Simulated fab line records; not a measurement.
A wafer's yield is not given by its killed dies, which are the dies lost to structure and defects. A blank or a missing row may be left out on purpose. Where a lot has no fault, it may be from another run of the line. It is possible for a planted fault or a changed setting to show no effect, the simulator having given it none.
Chamber matching ; flow sky130 ; SKY_CONTACT_CMP_04 on cmp-02 has 4 sister chambers
The step polishes SiO2. 16 wafers are shown with their chamber, then 8 later ones without.

## WAFERS WITH THEIR CHAMBER
wafer;chamber;motor_current_A (A);time_to_endpoint_s (s);slurry_filter_dp_kPa (kPa)
L957.1;1;13.5;86;13.38
L957.3;3;12.2;86;13.80
L957.6;3;12.7;83;13.45
L961.2;2;10.1;85;13.69
L961.5;0;13.0;85;13.64
L961.6;1;13.5;86;13.69
L963.1;3;12.8;80;13.41
L963.3;2;10.3;81;13.50
L963.4;1;12.9;83;13.34
L964.1;2;10.6;80;13.75
L964.3;0;12.8;75;13.56
L964.6;2;10.2;78;13.69
L973.2;3;11.8;81;13.19
L973.3;2;10.7;78;13.66
L973.6;0;13.9;83;13.58
L974.1;0;13.1;75;13.50

SIGNATURES (averages over the wafers above)
reading;chamber 0;chamber 1;chamber 2;chamber 3;scatter within a chamber
motor_current_A;13.200;13.300;10.380;12.375;0.393
time_to_endpoint_s;79.50;85.00;80.40;82.50;3.45
slurry_filter_dp_kPa;13.5700;13.4700;13.6580;13.4625;0.161
Rule: distance of a wafer from a chamber = root of the sum over the readings of ((wafer's reading minus chamber's mean) / reading's scatter) squared. If the next closest chamber is less than 2 further off than the closest, the wafer can't be placed; otherwise it belongs to the closest. How the scatter is found: for the shown wafers, subtract from each reading the mean of its chamber, square and add these, divide the total by (wafers less chambers), then take the root.

## WAFERS MISSING THEIR CHAMBER
wafer;motor_current_A (A);time_to_endpoint_s (s);slurry_filter_dp_kPa (kPa)
L974.2;10.5;79;13.27
L974.6;10.1;81;13.59
L975.2;13.6;84;13.52
L975.4;13.9;86;13.25
L975.5;13.8;88;13.68
L980.2;13.0;81;13.47
L980.3;13.8;85;13.33
L980.4;10.1;86;13.60

## EACH ONE'S CHAMBER
wafer;from the rows above;in truth
L974.2;2;2
L974.6;2;2
L975.2;can't be placed: 1 or 0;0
L975.4;can't be placed: 1 or 0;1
L975.5;can't be placed: 1 or 0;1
L980.2;can't be placed: 0 or 1 or 3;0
L980.3;can't be placed: 1 or 0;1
L980.4;2;2
Correctly placed: 3 of 8. Cannot be placed on the basis of these rows: 5; the candidates contain the true chamber in 5. 0 placed wrongly.
